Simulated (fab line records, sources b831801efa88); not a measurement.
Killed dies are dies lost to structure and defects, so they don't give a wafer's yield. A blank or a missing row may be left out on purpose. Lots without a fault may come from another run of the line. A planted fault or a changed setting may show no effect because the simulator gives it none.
Which tool did it? | flow sfq_line | 14 lots, 40 wafers sampled, at 1 step of a route of 325

WHAT THE GAUGES READ, wafer by wafer
The record holds no reading of a measuring or inspecting step that can be judged against a usual standard deviation.

WHICH TOOL RAN EACH LOT (tool, then ch and the chambers of the sampled wafers, then the start)
lot  | SFQ_TRILAYER_M4_ETCH_METAL_ETCH_096
L766 | rie_metal-02 ch 0,1, day 44 20:28
L767 | rie_metal-03 ch 1, day 44 21:44
L769 | rie_metal-02 ch 0,1, day 45 00:07
L771 | rie_metal-04 ch 0,1, day 45 15:48
L772 | rie_metal-04 ch 0,1, day 45 23:29
L777 | rie_metal-03 ch 0,1, day 47 10:53
L779 | rie_metal-03 ch 0,1, day 48 07:07
L782 | rie_metal-02 ch 0,1, day 54 15:49
L783 | rie_metal-02 ch 0,1, day 54 20:37
L785 | rie_metal-04 ch 0,1, day 55 06:08
L786 | rie_metal-04 ch 0,1, day 56 11:20
L787 | rie_metal-03 ch 0,1, day 57 01:51
L788 | rie_metal-03 ch 0,1, day 57 07:54
L789 | rie_metal-03 ch 0, day 57 15:03
- SFQ_TRILAYER_M4_ETCH_METAL_ETCH_096: etches Nb in Cl2/Ar, stops on SiO2, target depth 240 nm, time 120 s.

WHAT THE TOOLS THEMSELVES READ (means of the sampled wafers that have a number; where no wafer has one, the mark that the record gives instead)
SFQ_TRILAYER_M4_ETCH_METAL_ETCH_096.
lot  | tool         | drypump_motor_current_A (A) | oes_product_au (a.u.) | rf_fwd_power_W (W) | run_length_s (s)
L766 | rie_metal-02 | 5.75                        | 0.894                 | 597.6              | 148.2
L767 | rie_metal-03 | 5.77                        | 0.897                 | 597.1              | 148.3
L769 | rie_metal-02 | 5.76                        | 0.889                 | 596.5              | 148.3
L771 | rie_metal-04 | 6.04                        | 0.880                 | 596.8              | 148.4
L772 | rie_metal-04 | 5.87                        | 0.893                 | 598.0              | 148.3
L777 | rie_metal-03 | 5.82                        | 0.883                 | 598.2              | 150.6
L779 | rie_metal-03 | 5.84                        | 0.883                 | 597.9              | 151.0
L782 | rie_metal-02 | 5.75                        | 0.896                 | 597.4              | 148.2
L783 | rie_metal-02 | 5.73                        | 0.885                 | 597.0              | 148.1
L785 | rie_metal-04 | 5.92                        | 0.890                 | 597.9              | 148.2
L786 | rie_metal-04 | 6.03                        | 0.898                 | 598.7              | 148.3
L787 | rie_metal-03 | 5.85                        | 0.902                 | 596.7              | 148.7
L788 | rie_metal-03 | 5.85                        | 0.891                 | 597.8              | 148.9
L789 | rie_metal-03 | 5.91                        | 0.889                 | 597.0              | 149.3

THE ANSWER, worked out from the rows above alone
Rule: what is usual is taken from the lots themselves. Put in order of their means at a reading, lots are off if they are a third of the lots or fewer, leave a main group of 4 or more, and stand apart from it by a gap of 3 or more times the standard deviation of the main group's means; of several such gaps the widest counts. A main group whose means are all the same, to the digits that the tables above print for the reading, isn't used. A lot without any number at a reading at which 4 lots or more have one is off too. The other lots that the step has rows for count as sound. The gauges are gone through in route order, then the tools' own readings, and for those a lot's mean is taken as printed above. The first step at which some lot is off is used, and at that step the reading that is off furthest; a lot without a number counts as furthest.
Off: L777, L779, at SFQ_TRILAYER_M4_ETCH_METAL_ETCH_096 (run_length_s). The main group: mean 148.4 s, standard deviation 0.34.
A tool fits if, at that step or a process step before it, it ran every lot that is off, and no sound lot after the first of them. None of those tried fits.

WHAT THE SIMULATOR HAD PUT IN
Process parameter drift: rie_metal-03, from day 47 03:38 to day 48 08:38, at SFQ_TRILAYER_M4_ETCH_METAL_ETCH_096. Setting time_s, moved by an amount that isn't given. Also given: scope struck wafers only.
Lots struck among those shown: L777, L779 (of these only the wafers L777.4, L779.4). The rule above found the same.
